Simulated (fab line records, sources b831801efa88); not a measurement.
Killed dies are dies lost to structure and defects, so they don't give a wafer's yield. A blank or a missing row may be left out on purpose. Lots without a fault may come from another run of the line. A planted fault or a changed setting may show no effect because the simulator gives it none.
Split-lot experiment | flow sfq_line | 5 lots, 23 wafers read, on a route of 325 steps

THE SPLIT
At SFQ_TRILAYER_M4_LITHO_PEB_096 (peb time 60 s), the setting peb_temp_c was moved away from the recipe's 115 C on 6 of the 23 wafers read, by -3.1% to +2.3%. The other wafers ran this setting at the recipe's value.

FROM THE SPLIT TO THE READING: what the file shows between them, 1 step
- SFQ_TRILAYER_M4_LITHO_DEVELOP_095: time 60 s

THE READING
M4.cd_nm (the simulator's own value, which no gauge read), in nm, at SFQ_TRILAYER_M4_BARC_OPEN_METAL_ETCH_123 (etches BARC in O2, target depth 125 nm, time 41.7 s). The file gives no usual value for it. The 17 wafers here that ran the recipe average 500.5 nm, standard deviation 1.7 nm.

wafer  | tool, chamber at the split | peb_temp_c as run, C | against the recipe | M4.cd_nm, nm | against lot-mates on the recipe
L076.1 | litho_track-02, 0          | 115                  | recipe             | 498.3        | -
L076.2 | litho_track-02, 0          | 115                  | recipe             | 500.7        | -
L076.3 | litho_track-02, 0          | 115                  | recipe             | 498.7        | -
L076.4 | litho_track-02, 0          | 115                  | recipe             | 498.8        | -
L076.5 | litho_track-02, 0          | 115                  | recipe             | 497.9        | -
L077.1 | litho_track-01, 0          | 115                  | recipe             | 501          | -
L077.2 | litho_track-01, 0          | 115                  | recipe             | 503.2        | -
L077.4 | litho_track-01, 0          | 111.4                | -3.1%              | 578.1        | +76.0
L077.5 | litho_track-01, 0          | 111.4                | -3.1%              | 576.8        | +74.7
L077.6 | litho_track-01, 0          | 111.4                | -3.1%              | 576          | +73.9
L078.1 | litho_track-02, 0          | 115                  | recipe             | 500.1        | -
L078.2 | litho_track-02, 0          | 115                  | recipe             | 498.5        | -
L078.3 | litho_track-02, 0          | 117.6                | +2.3%              | 458.5        | -40.8
L078.4 | litho_track-02, 0          | 117.6                | +2.3%              | 456.2        | -43.1
L078.6 | litho_track-02, 0          | 117.6                | +2.3%              | 457.2        | -42.1
L082.2 | litho_track-02, 0          | 115                  | recipe             | 500.4        | -
L082.4 | litho_track-02, 0          | 115                  | recipe             | 503.4        | -
L082.6 | litho_track-02, 0          | 115                  | recipe             | 500.6        | -
L083.2 | litho_track-01, 0          | 115                  | recipe             | 502          | -
L083.3 | litho_track-01, 0          | 115                  | recipe             | 500.1        | -
L083.4 | litho_track-01, 0          | 115                  | recipe             | 502.4        | -
L083.5 | litho_track-01, 0          | 115                  | recipe             | 500.3        | -
L083.6 | litho_track-01, 0          | 115                  | recipe             | 502.9        | -

THE FIT
A straight line over all 23 wafers: M4.cd_nm changes by -22.5 nm for each +1% of peb_temp_c; r = -0.99; the points scatter about the line by 3.5 nm.
The same after taking each lot's own level away (the mean of its wafers on the recipe; 23 wafers): -22 nm for each +1%; r = -0.99; scatter 3.4 nm.
On that fit, the largest move of peb_temp_c shifts the reading by 69 nm.
The lots' own levels span 498.88 to 502.10 nm, that is 1.9 times the standard deviation above.
So the lot-to-lot level changes the slope little: the two slopes agree.
Check: with one of the wafers moved furthest among these (-3.1%) left out of the fit, the line predicts +68.8 nm for it against its lot-mates. It came out at +76 nm against them.

OTHER SPLITS ON THESE WAFERS
These wafers also went through other splits before the reading. Each is held against what the fit with the lots' levels taken away leaves over:
other split on the same wafers                   | wafers away from the commonest value | r with M4.cd_nm (lot level and that fit taken away)
SFQ_TRILAYER_I3_VIA_LITHO_COAT_085 resist_thk_nm | 4                                    | -0.17

THE FILE'S OWN FIT
M4.cd_nm changes by -22.1 nm for each +1% of peb_temp_c, r = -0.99.
